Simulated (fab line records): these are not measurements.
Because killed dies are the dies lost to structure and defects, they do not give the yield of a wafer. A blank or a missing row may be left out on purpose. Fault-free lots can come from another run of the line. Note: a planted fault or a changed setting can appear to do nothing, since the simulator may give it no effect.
Chamber matching	flow gf180mcu	GF_V2_CMP_04 on cmp-01 has 4 sister chambers
The step polishes SiO2. 4 wafers are shown with their chamber, then 9 later ones without.

== WAFERS, EACH WITH ITS CHAMBER ==
wafer	chamber	motor-current-A (A)
L386.3	2	14.4
L389.1	3	10.6
L389.2	0	12.5
L389.3	1	10.9

== WAFERS WITHOUT THEIR CHAMBER ==
wafer	motor-current-A (A)
L390.4	10.7
L390.5	13.9
L390.6	11.0
L391.3	10.3
L391.5	10.9
L391.6	13.2
L394.1	12.5
L394.2	11.1
L394.5	10.8

== EACH ONE'S CHAMBER ==
wafer	from the rows above	in truth
L390.4	can't be placed: 3 or 1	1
L390.5	2	2
L390.6	can't be placed: 1 or 3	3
L391.3	can't be placed: 3 or 1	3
L391.5	can't be placed: 1 or 3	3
L391.6	can't be placed: 0 or 2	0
L394.1	0	0
L394.2	can't be placed: 1 or 3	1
L394.5	can't be placed: 1 or 3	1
Correct placement for 2 of the 9. Cannot be placed on the basis of these rows: 7; the candidates contain the true chamber in 7. Placed wrongly: 0.
How it was worked out, from the rows above alone: a wafer's distance from a chamber is the root of the sum, over the readings, of the square of ((its reading less the chamber's mean) divided by the reading's scatter). If the next closest chamber is less than 2 further off than the closest, the wafer can't be placed; otherwise it belongs to the closest. The mean given for a chamber averages the wafers shown for that chamber. The scatter (one wafer shown for each chamber): square how far every hidden wafer sits from the nearest shown wafer, average those squares and take the square root.
